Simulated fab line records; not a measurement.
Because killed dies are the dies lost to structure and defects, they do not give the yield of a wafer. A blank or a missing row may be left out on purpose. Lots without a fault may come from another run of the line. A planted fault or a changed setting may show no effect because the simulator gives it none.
Which tool did it?    flow sky130    42 wafers from 14 lots sampled at 5 of the route's 708 steps

## WHAT EACH GAUGE READ, for each wafer
No reading from a measuring or inspecting step in the record can be judged against a usual standard deviation.

## TOOL THAT RAN EACH LOT (tool first, then ch and the chambers of the sampled wafers, then the start)
lot   SKY_METAL4_STRIP_19                   SKY_METAL5_SPUTTER_03         SKY_METAL5_SPUTTER_04         SKY_METAL5_METAL_ETCH_15           SKY_METAL5_STRIP_16
L109  plasma asher-02 ch 0,1, day 41 22:16  pvd sputter-03, day 43 00:20  pvd sputter-03, day 43 00:22  rie metal-02 ch 0,1, day 43 23:07  plasma asher-04 ch 0,1, day 43 23:21
L111  plasma asher-03 ch 0,1, day 42 12:19  pvd sputter-01, day 43 13:26  pvd sputter-01, day 43 13:26  rie metal-02 ch 0,1, day 44 12:02  plasma asher-03 ch 0,1, day 44 12:20
L112  plasma asher-01 ch 0,1, day 42 15:34  pvd sputter-04, day 43 17:35  pvd sputter-04, day 43 17:36  rie metal-03 ch 0,1, day 44 15:51  plasma asher-04 ch 0,1, day 44 16:05
L113  plasma asher-01 ch 0,1, day 43 01:04  pvd sputter-03, day 44 03:05  pvd sputter-03, day 44 03:06  rie metal-03 ch 0,1, day 45 01:35  plasma asher-01 ch 0,1, day 45 01:49
L114  plasma asher-01 ch 1, day 43 06:42    pvd sputter-04, day 44 07:51  pvd sputter-04, day 44 07:52  rie metal-03 ch 0, day 45 06:10    plasma asher-04 ch 0, day 45 06:24
L115  plasma asher-01 ch 0,1, day 43 12:05  pvd sputter-01, day 44 13:26  pvd sputter-01, day 44 13:28  rie metal-02 ch 0,1, day 45 11:34  plasma asher-01 ch 0,1, day 45 11:48
L116  plasma asher-03 ch 0,1, day 43 20:51  pvd sputter-03, day 44 22:08  pvd sputter-03, day 44 22:10  rie metal-03 ch 0, day 45 19:10    plasma asher-04 ch 0,1, day 45 19:24
L117  plasma asher-01 ch 0,1, day 44 05:25  pvd sputter-04, day 45 06:41  pvd sputter-04, day 45 06:42  rie metal-02 ch 0,1, day 46 02:59  plasma asher-04 ch 0,1, day 46 03:13
L118  plasma asher-01 ch 1, day 44 19:13    pvd sputter-04, day 45 18:20  pvd sputter-04, day 45 18:22  rie metal-04 ch 0,1, day 46 14:48  plasma asher-04 ch 0,1, day 46 15:02
L119  plasma asher-01 ch 0,1, day 44 19:57  pvd sputter-01, day 45 19:25  pvd sputter-01, day 45 19:26  rie metal-02 ch 0,1, day 46 16:22  plasma asher-01 ch 0,1, day 46 16:34
L120  plasma asher-03 ch 0,1, day 45 01:18  pvd sputter-01, day 46 00:53  pvd sputter-01, day 46 00:54  rie metal-04 ch 0,1, day 46 21:29  plasma asher-04 ch 0,1, day 46 21:43
L121  plasma asher-03 ch 0, day 45 03:28    pvd sputter-04, day 46 04:07  pvd sputter-04, day 46 04:08  rie metal-03 ch 0,1, day 47 00:26  plasma asher-01 ch 1, day 47 00:40
L125  plasma asher-02 ch 0,1, day 46 08:22  pvd sputter-03, day 47 08:50  pvd sputter-03, day 47 08:50  rie metal-02 ch 0,1, day 48 03:08  plasma asher-03 ch 0,1, day 48 03:19
L126  plasma asher-03 ch 0,1, day 46 12:06  pvd sputter-03, day 47 11:32  pvd sputter-03, day 47 11:32  rie metal-02 ch 0, day 48 06:35    plasma asher-01 ch 0,1, day 48 06:49
- SKY_METAL4_STRIP_19: strips in O2/N2.
- SKY_METAL5_SPUTTER_03: material Ti, target thk 5 nm, time 3.3 s.
- SKY_METAL5_SPUTTER_04: material TiN, target thk 70 nm, time 58.3 s.
- SKY_METAL5_METAL_ETCH_15: etches the open film in Cl2/BCl3, stops on SiO2, target depth 1260 nm, time 252 s.
- SKY_METAL5_STRIP_16: strips in O2/N2.

## AS READ BY THE TOOLS THEMSELVES (means over the sampled wafers that have a number; for cases with no such wafer, the mark the record gives instead)
SKY_METAL4_STRIP_19.
lot   tool             drypump motor current A (A)  n2 flow sccm (sccm)  oes product au (a.u.)  strip time to endpoint s (s)
L109  plasma asher-02  6.2                          300.4                0.498                  6.51
L111  plasma asher-03  6.4                          299.6                0.495                  6.46
L112  plasma asher-01  6.0                          300.2                0.496                  6.54
L113  plasma asher-01  6.0                          299.8                0.502                  6.47
L114  plasma asher-01  6.2                          300.6                0.499                  6.50
L115  plasma asher-01  6.0                          299.5                0.497                  6.46
L116  plasma asher-03  6.5                          300.1                0.498                  6.45
L117  plasma asher-01  6.0                          300.0                0.499                  6.44
L118  plasma asher-01  6.2                          301.6                0.497                  6.47
L119  plasma asher-01  5.7                          299.9                0.497                  6.48
L120  plasma asher-03  6.1                          300.4                0.501                  6.51
L121  plasma asher-03  5.7                          300.7                0.500                  6.48
L125  plasma asher-02  6.3                          299.9                0.507                  6.56
L126  plasma asher-03  6.5                          300.1                0.497                  6.45

SKY_METAL5_SPUTTER_03.
lot   tool            throttle valve pct (%)
L109  pvd sputter-03  31.8
L111  pvd sputter-01  29.9
L112  pvd sputter-04  30.6
L113  pvd sputter-03  31.2
L114  pvd sputter-04  30.7
L115  pvd sputter-01  30.6
L116  pvd sputter-03  31.7
L117  pvd sputter-04  30.1
L118  pvd sputter-04  30.0
L119  pvd sputter-01  30.8
L120  pvd sputter-01  29.8
L121  pvd sputter-04  30.0
L125  pvd sputter-03  31.4
L126  pvd sputter-03  31.2

SKY_METAL5_SPUTTER_04.
lot   tool            throttle valve pct (%)
L109  pvd sputter-03  31.9
L111  pvd sputter-01  30.0
L112  pvd sputter-04  30.6
L113  pvd sputter-03  31.3
L114  pvd sputter-04  30.9
L115  pvd sputter-01  30.4
L116  pvd sputter-03  31.7
L117  pvd sputter-04  30.1
L118  pvd sputter-04  30.0
L119  pvd sputter-01  30.6
L120  pvd sputter-01  29.9
L121  pvd sputter-04  30.0
L125  pvd sputter-03  31.3
L126  pvd sputter-03  31.1

SKY_METAL5_METAL_ETCH_15.
lot   tool          drypump motor current A (A)  he backside leak sccm (sccm)  oes product au (a.u.)  run length s (s)  throttle valve pct (%)
L109  rie metal-02  5.8                          3.46                          0.892                  280.5             22.270
L111  rie metal-02  6.2                          3.47                          0.892                  283.3             22.265
L112  rie metal-03  5.6                          3.60                          0.893                  280.6             22.265
L113  rie metal-03  5.6                          3.62                          0.893                  280.3             22.264
L114  rie metal-03  6.1                          3.40                          0.895                  279.9             22.260
L115  rie metal-02  6.2                          3.54                          0.898                  280.3             22.267
L116  rie metal-03  6.1                          3.38                          0.894                  280.1             22.267
L117  rie metal-02  5.8                          3.42                          0.891                  280.6             22.274
L118  rie metal-04  5.3                          3.16                          0.891                  280.4             22.270
L119  rie metal-02  5.8                          3.53                          0.891                  280.6             22.257
L120  rie metal-04  5.2                          3.22                          0.894                  280.7             22.264
L121  rie metal-03  5.9                          3.41                          0.893                  280.2             22.268
L125  rie metal-02  6.2                          3.41                          1.008                  249.0             22.273
L126  rie metal-02  6.7                          3.51                          1.008                  248.3             22.273

SKY_METAL5_STRIP_16.
lot   tool             drypump motor current A (A)  n2 flow sccm (sccm)  oes product au (a.u.)  strip time to endpoint s (s)
L109  plasma asher-04  5.3                          300.2                0.706                  12.90
L111  plasma asher-03  6.1                          299.6                0.708                  12.89
L112  plasma asher-04  5.1                          299.3                0.712                  13.05
L113  plasma asher-01  5.8                          300.5                0.710                  13.06
L114  plasma asher-04  5.0                          299.6                0.710                  12.94
L115  plasma asher-01  6.0                          299.7                0.710                  12.84
L116  plasma asher-04  5.1                          300.4                0.710                  12.97
L117  plasma asher-04  5.3                          300.9                0.710                  12.84
L118  plasma asher-04  5.3                          300.3                0.714                  13.11
L119  plasma asher-01  5.9                          299.0                0.711                  12.90
L120  plasma asher-04  5.1                          300.0                0.709                  13.03
L121  plasma asher-01  6.3                          301.2                0.712                  12.96
L125  plasma asher-03  6.1                          300.3                0.711                  14.03
L126  plasma asher-01  5.9                          299.8                0.712                  14.02

## THE ANSWER, worked out from the rows above alone
Rule: usual is defined by the lots themselves. Put in order of their means at a reading, lots are off if they are a third of the lots or fewer, leave a main group of 4 or more, and stand apart from it by a gap of 3 or more times the standard deviation of the main group's means; of several such gaps the widest counts. A main group is skipped when, at the precision printed for the reading in the tables above, its means are all equal. A lot without any number at a reading at which 4 lots or more have one is off too. All remaining lots with rows at the step are treated as sound. The gauges are gone through in route order, then the tools' own readings, and for those a lot's mean is taken as printed above. The first step at which some lot is off is used, and at that step the reading that is off furthest; a lot without a number counts as furthest.
Off: L125, L126 (SKY_METAL5_METAL_ETCH_15, oes product au). For the main group the mean is 0.893 a.u. and the standard deviation 0.0019.
A tool fits if, at that step or a process step before it, it ran every lot that is off, and no sound lot after the first of them. Can't be told from this: 2 tools fit, pvd sputter-03 at SKY_METAL5_SPUTTER_03 and SKY_METAL5_SPUTTER_04, rie metal-02 at SKY_METAL5_METAL_ETCH_15.

## WHAT HAD BEEN PUT IN BY THE SIMULATOR
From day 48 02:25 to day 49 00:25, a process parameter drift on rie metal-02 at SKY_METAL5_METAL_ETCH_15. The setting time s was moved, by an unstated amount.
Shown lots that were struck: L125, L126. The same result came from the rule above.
